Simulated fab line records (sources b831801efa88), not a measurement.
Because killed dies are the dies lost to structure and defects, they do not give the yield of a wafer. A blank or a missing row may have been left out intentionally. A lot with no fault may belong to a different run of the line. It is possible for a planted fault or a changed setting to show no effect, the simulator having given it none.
Chamber matching -- flow gf180mcu -- cmp-01 running GF_V3_CMP_26: 4 sister chambers
The step polishes, stops on SiO2, t overpolish 15 s, target thk 0 nm. 4 wafers are shown with their chamber, then 10 later ones without.

WAFERS WITH THEIR CHAMBER
wafer,chamber,motorCurrentA (A)
L089.1,2,9.9
L089.2,1,10.1
L089.3,3,12.1
L089.4,0,10.5

WAFERS WHOSE CHAMBER IS MISSING
wafer,motorCurrentA (A)
L089.5,10.0
L090.1,11.7
L090.3,10.0
L090.6,11.4
L090.2,10.3
L090.4,10.1
L090.5,9.8
L094.1,10.8
L094.3,11.3
L094.4,10.1

WHICH CHAMBER EACH WENT THROUGH
wafer,from the rows above,in truth
L089.5,can't be placed: 1 or 2 or 0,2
L090.1,3,3
L090.3,can't be placed: 1 or 2 or 0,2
L090.6,can't be placed: 3 or 0 or 1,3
L090.2,can't be placed: 0 or 1 or 2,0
L090.4,can't be placed: 1 or 2 or 0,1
L090.5,can't be placed: 2 or 1 or 0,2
L094.1,can't be placed: 0 or 1 or 2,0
L094.3,can't be placed: 3 or 0 or 1 or 2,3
L094.4,can't be placed: 1 or 2 or 0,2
Correct placement for 1 of the 10. Unplaceable from these rows: 9, with the true chamber sitting among the candidates in 9. Placed wrongly: 0.
How it was worked out, from the rows above alone: a wafer's distance from a chamber is the root of the sum, over the readings, of the square of ((its reading less the chamber's mean) divided by the reading's scatter). The wafer belongs to the nearest chamber; if the next one is less than 2 further off, it can't be placed. For every chamber, the mean is computed from those of its wafers that are shown. The scatter: root of mean squared gap, hidden wafer to nearest shown wafer, with one shown wafer a chamber.
